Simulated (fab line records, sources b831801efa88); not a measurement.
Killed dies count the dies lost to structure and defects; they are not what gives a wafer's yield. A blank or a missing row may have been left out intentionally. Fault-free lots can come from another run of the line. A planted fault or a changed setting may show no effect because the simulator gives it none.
fab line records | flow sfq_line
record: lots: 6 wafers: 18 last_day: 82
route steps=325 shown M1@62 I1@73
lots untouched by any fault: they come from a run of this same line in which no faults occurred
start_h: hours from the record's first day to the start of the lot's first wafer shown | wait_h: hours since the lot's step before | " the same as in the row above | L1.1+2: one row covering several wafers at once | - no value present, or no start provided | * or withheld: withheld | < > ~ a bound
route shown NAME@n: a module of which the file shows steps, and the number in the route of the first | usual: mean and standard deviation over wafers with no fault | same: alike in all rows | chamber/n: place in a boat | sites: the reading at each site | _std_site: standard deviation of those values | _edge_site: the outer-site mean with the inner-site mean subtracted | radius_mm: how far each site lies from the wafer's centre | mask NAME#n: copy n | behind: tool/chamber where the wafer was last shaped | hold: cause of the lot's hold/its duration in hours/its outcome | device: the transistor (n, p or np) that didn't switch | end of line: the route-end tests of the same wafers | a step given without rows: its recipe and nothing more | killed: count of dies lost to structure and defects at first sort (not the wafer's yield) | map: shows each die of a wafer: x if killed, . if not, _ if none is there
set.NAME: setting as actually run; set.NAME@STEP: the setting as run at that earlier step | model.NAME: the simulator's own value behind a step, which no gauge read
lots seen at some steps along the route; tables by step, rows by wafer
services: a tool's chamber out of use, with start hour (start_h, from the record's first day; less than 0 if before it), hours out, and reason
== steps ==
step: SFQ_TRILAYER_M1_LITHO_COAT_044
recipe: resist: BARC spin_rpm: 3000 resist_thk_nm: 62
step: SFQ_TRILAYER_M1_LITHO_COAT_039
recipe: resist: KrF spin_rpm: 3000 resist_thk_nm: 600
step: SFQ_TRILAYER_M1_LITHO_SOFTBAKE_043
recipe: temp_c: withheld time_s: withheld resist: KrF
step: SFQ_TRILAYER_M1_LITHO_EXPOSE_040
recipe: mask_id: M1 na: 0.6 source_shape: conventional sigma_outer: 0.65 target_cd_nm: 500 dose_mj: 14.4
step: SFQ_TRILAYER_M1_LITHO_PEB_042
recipe: peb_temp_c: 115 peb_time_s: 60 resist: KrF
step: SFQ_TRILAYER_M1_LITHO_DEVELOP_041
recipe: time_s: 60 resist: KrF
step: SFQ_M1_OVL_MEAS_911
usual: M1_OVL: 1/4.1
columns lot.wafer tool chamber start_h wait_h M1_OVL[nm]
L408.3 overlay-01 - 343.96 0.1 -1
L408.4 " - " " 2
L408.6 " - " " 4
L415.1 overlay-02 - 412.57 0.1 -2
L415.4 " - " " -8
L415.5 " - " " -12
L425.1 overlay-02 - 566.77 0.1 8
L425.2 " - " " 4
L425.4 " - " " 9
L426.4 overlay-02 - 575.19 0.1 -1
L426.5 " - " " 1
L426.6 " - " " 4
L427.2 overlay-01 - 584.78 0.1 3
L427.3 " - " " 2
L427.4 " - " " 4
L429.3 overlay-02 - 605.18 0.1 10
L429.4 " - " " 0
L429.6 " - " " 5
step: SFQ_TRILAYER_M1_BARC_OPEN_METAL_ETCH_054
recipe: mask_material: PR chemistry: O2 target_depth_nm: 125 target: BARC icp_w: 600 bias_w: 80 pressure_mtorr: 10 time_s: 41.7
usual: drypump_motor_current_A: 5.6/0.45 he_backside_leak_sccm: 3.55/0.2 oes_product_au: 0.686/0.0047
columns lot.wafer tool chamber start_h wait_h drypump_motor_current_A he_backside_leak_sccm oes_product_au rf_hours_counter_h
L408.3 rie_metal-04 0 344.00 0.0 5.2 3.81 0.692 -
L408.4 " 1 " " 5.0 3.65 0.685 -
L408.6 " 1 " " 5.0 3.58 0.678 -
L415.1 rie_metal-04 1 412.60 0.0 5.0 3.57 0.686 161
L415.4 " 1 " " 5.0 3.65 0.689 -
L415.5 " 0 " " 5.2 3.63 0.687 -
L425.1 rie_metal-04 0 566.81 0.0 5.3 3.73 0.685 97
L425.2 " 0 " " 5.3 3.96 0.688 -
L425.4 " 0 " " 5.3 3.47 0.686 -
L426.4 rie_metal-04 1 575.22 0.0 5.0 3.35 0.685 -
L426.5 " 1 " " 5.0 3.46 0.686 -
L426.6 " 0 " " 5.2 3.89 0.689 -
L427.2 rie_metal-04 1 584.81 0.0 5.0 3.43 0.693 15
L427.3 " 0 " " 5.3 3.83 0.685 -
L427.4 " 1 " " 5.0 3.48 0.683 -
L429.3 rie_metal-02 0 605.22 0.0 6.4 3.52 0.688 -
L429.4 " 1 " " 5.6 3.17 0.683 -
L429.6 " 1 " " 5.6 3.31 0.681 -
step: SFQ_TRILAYER_M1_ETCH_METAL_ETCH_042
recipe: target: Nb stop_on: SiO2 mask_material: PR chemistry: Cl2/Ar target_depth_nm: 240 icp_w: 600 bias_w: 80 pressure_mtorr: 10 time_s: 120
usual: drypump_motor_current_A: 5.6/0.45 he_backside_leak_sccm: 3.55/0.19 oes_product_au: 0.895/0.0062
columns lot.wafer tool chamber start_h wait_h drypump_motor_current_A he_backside_leak_sccm oes_product_au rf_hours_counter_h
L408.3 rie_metal-04 0 344.08 0.1 5.3 3.58 0.900 -
L408.4 " 1 " " 5.0 3.66 0.887 -
L408.6 " 1 " " 5.0 3.44 0.895 -
L415.1 rie_metal-04 1 412.66 0.0 5.0 3.55 0.890 161
L415.4 " 1 " " 5.0 3.43 0.900 -
L415.5 " 0 " " 5.2 3.86 0.900 -
L425.1 rie_metal-04 0 566.92 0.1 5.3 3.58 0.898 97
L425.2 " 0 " " 5.3 3.89 0.903 -
L425.4 " 0 " " 5.3 3.87 0.892 -
L426.4 rie_metal-04 1 575.31 0.1 5.0 3.38 0.883 -
L426.5 " 1 " " 5.0 3.35 0.896 -
L426.6 " 0 " " 5.3 3.81 0.897 -
L427.2 rie_metal-04 1 584.86 0.0 5.0 3.38 0.897 15
L427.3 " 0 " " 5.3 3.75 0.901 -
L427.4 " 1 " " 5.0 3.57 0.895 -
L429.3 rie_metal-02 0 605.31 0.1 6.4 3.59 0.895 -
L429.4 " 1 " " 5.6 3.25 0.882 -
L429.6 " 1 " " 5.6 3.33 0.891 -
step: SFQ_TRILAYER_M1_STRIP_STRIP_043
recipe: gas: O2 power_w: 200 platen_temp_c: 40 overash_fraction: 0.65 chemistry: O2 pressure_mtorr: 50
usual: drypump_motor_current_A: 5.6/0.45 he_backside_leak_sccm: 3.6/0.43 oes_product_au: 1.001/0.0075
columns lot.wafer tool chamber start_h wait_h drypump_motor_current_A he_backside_leak_sccm oes_product_au rf_hours_counter_h
L408.3 rie_metal-04 0 344.36 0.2 5.3 3.7 1.007 -
L408.4 " 1 " " 5.0 3.6 1.001 -
L408.6 " 1 " " 5.0 3.6 0.995 -
L415.1 rie_metal-04 1 412.79 0.1 5.0 3.4 1.004 161
L415.4 " 1 " " 5.0 3.5 1.000 -
L415.5 " 0 " " 5.3 3.8 0.999 -
L425.1 rie_metal-04 0 567.17 0.2 5.2 3.8 1.003 98
L425.2 " 0 " " 5.3 3.9 1.006 -
L425.4 " 0 " " 5.2 3.9 1.012 -
L426.4 rie_metal-04 1 575.59 0.2 5.0 3.6 1.011 -
L426.5 " 1 " " 5.0 3.5 1.017 -
L426.6 " 0 " " 5.2 3.8 1.016 -
L427.2 rie_metal-04 1 584.99 0.1 5.0 3.2 0.997 15
L427.3 " 0 " " 5.2 3.8 1.012 -
L427.4 " 1 " " 5.0 6.6 0.998 -
L429.3 rie_metal-02 0 605.59 0.2 6.5 3.4 0.992 -
L429.4 " 1 " " 5.6 3.3 0.992 -
L429.6 " 1 " " 5.6 3.3 0.998 -
step: SFQ_TRILAYER_M1_STRIP_SOLV_CLEAN_044
recipe: chemistry: NMP temp_c: 70 time_s: 600
step: SFQ_TRILAYER_I1_DEP_PECVD_045
recipe: material: SiO2 temp_c: 150 time_s: 111.11 pressure_torr: 2.4 rf_w: 183.3 precursor: SiH4/N2O target_thk_nm: 500
usual: heater_power_w: 83/18 rf_fwd_power_W: 182.3/0.65 throttle_valve_pct: 25.8/1.1
columns lot.wafer tool chamber start_h wait_h heater_power_w rf_fwd_power_W throttle_valve_pct model.SiO2_of_TRILAYER_I1_DEP_PECVD_045.thk_nm
L408.3 pecvd-04 0 344.98 0.0 89 181.0 27.5 505
L408.4 " 1 " " 91 182.7 26.0 509.3
L408.6 " 0 " " 89 181.6 27.4 508.6
L415.1 pecvd-01 1 413.56 0.0 70 182.7 26.1 497.2
L415.4 " 0 " " 71 182.0 24.3 508.1
L415.5 " 1 " " 56 182.4 26.0 494.6
L425.1 pecvd-01 2 568.72 0.0 81 210.6 25.6 519.5
L425.2 " 0 " " 51 210.6 25.3 529
L425.4 " 0 " " 53 211.3 24.9 538.4
L426.4 pecvd-01 0 576.20 0.0 57 210.7 25.4 536.9
L426.5 " 2 " " 92 211.7 25.7 526.5
L426.6 " 1 " " 58 211.0 26.8 532
L427.2 pecvd-04 2 585.76 0.0 114 182.4 26.8 498.5
L427.3 " 0 " " 88 181.6 27.7 496
L427.4 " 0 " " 90 181.8 27.9 502.4
L429.3 pecvd-04 1 606.16 0.0 79 181.6 25.9 502.7
L429.4 " 0 " " 96 181.8 28.0 505
L429.6 " 1 " " 83 182.0 26.1 510
step: SFQ_TRILAYER_I1_CMP_CMP_046
recipe: material: SiO2 down_force_psi: 3 platen_rpm: 60 pad_velocity_m_s: 0.94248
usual: motor_current_A: 10.7/1 platen_rpm: 60.00/0.04 time_to_endpoint_s: 215/6.1
columns lot.wafer tool chamber start_h wait_h motor_current_A platen_rpm time_to_endpoint_s
L408.4 cmp-01 0 354.85 9.8 11.6 60.00 217
L408.3 " 1 " " 11.7 59.96 225
L408.6 " 0 356.85 11.8 11.7 59.98 214
L415.4 cmp-01 1 414.14 0.5 11.9 60.03 219
L415.1 " 2 " " 9.9 60.09 206
L415.5 " 0 415.64 2.0 11.7 60.01 205
L425.2 cmp-01 3 568.97 0.2 11.0 60.00 236
L425.1 " 0 " " 11.8 60.03 240
L425.4 " 1 " " 12.1 59.99 248
L426.4 cmp-01 0 576.74 0.5 11.4 60.06 238
L426.6 " 3 578.24 2.0 11.3 59.90 244
L426.5 " 0 " " 12.0 59.95 236
L427.2 cmp-02 2 592.16 6.4 9.3 59.98 211
L427.4 " 0 593.16 7.3 9.7 60.01 216
L427.3 " 1 " " 11.0 59.94 203
L429.4 cmp-01 0 606.74 0.5 11.8 60.05 215
L429.3 " 1 " " 11.5 59.98 216
L429.6 " 0 608.74 2.5 11.1 59.94 219
step: SFQ_I1_BOW_MEAS_912
recipe: mode: bow
usual: I1_BOW: 2/7.9
columns lot.wafer tool chamber start_h wait_h I1_BOW[um]
L408.3 film_metro-04 - 357.89 2.0 5
L408.4 " - " " -7
L408.6 " - " " 0
L415.1 film_metro-04 - 416.64 1.5 -4
L415.4 " - " " -6
L415.5 " - " " 3
L425.1 film_metro-03 - 572.20 2.2 13
L425.2 " - " " 11
L425.4 " - " " 25
L426.4 film_metro-03 - 579.30 2.1 -6
L426.5 " - " " 4
L426.6 " - " " 0
L427.2 film_metro-03 - 595.18 2.5 2
L427.3 " - " " 0
L427.4 " - " " 6
L429.3 film_metro-01 - 609.28 1.5 6
L429.4 " - " " 10
L429.6 " - " " -1
== services ==
columns tool chamber start_h hours kind
cmp-01 - 320.26 0.6 repair
pecvd-04 0 326.82 15.9 repair
pecvd-04 2 327.36 20.5 repair
cmp-02 - 391.00 0.4 repair
cmp-02 - 399.47 0.8 repair
cmp-01 - 408.79 4.0 pm
cmp-02 - 433.16 1.9 repair
cmp-01 - 449.56 0.3 repair
pecvd-01 1 460.93 20.1 repair
cmp-01 - 461.20 2.3 repair
cmp-02 - 465.19 4.1 pm
cmp-02 - 469.25 2.3 repair
pecvd-01 - 487.78 1.2 repair
cmp-02 - 489.07 11.7 repair
cmp-01 - 499.22 0.5 repair
pecvd-04 - 523.43 2.8 pm
cmp-02 - 544.69 0.2 repair
rie_metal-02 0 561.76 15.5 repair
rie_metal-04 1 564.81 3.6 repair
cmp-01 - 567.19 0.6 repair
cmp-02 - 574.85 4.0 pm
cmp-01 - 575.63 0.4 repair
cmp-02 - 578.85 13.3 pm
rie_metal-04 - 607.04 2.2 repair
== key ==
first_sign: step: SFQ_TRILAYER_I1_DEP_PECVD_045 reading: rf_fwd_power_W direction: up sigmas: 45 usual: 182.3 struck: 211.0
effect: step: SFQ_TRILAYER_I1_CMP_CMP_046 reading: time_to_endpoint_s direction: up sigmas: 4.1 usual: * struck: *
model_effect: step: SFQ_TRILAYER_I1_DEP_PECVD_045 value: SiO2_of_TRILAYER_I1_DEP_PECVD_045.thk_nm without: 507.6 struck: 530.4
met_at SFQ_TRILAYER_I1_DEP_PECVD_045
struck_wafers L425.1,L425.2,L425.4,L426.4,L426.5,L426.6
onset_between 413.56 568.72
fault: kind: process_parameter_drift tool: pecvd-01 chamber: - onset_h: 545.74 steps: SFQ_TRILAYER_I1_DEP_PECVD_045 channel: rf_w offset: 29.328 shape: step end_h: 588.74 acts_in: these_recipes_only stated: 183.3
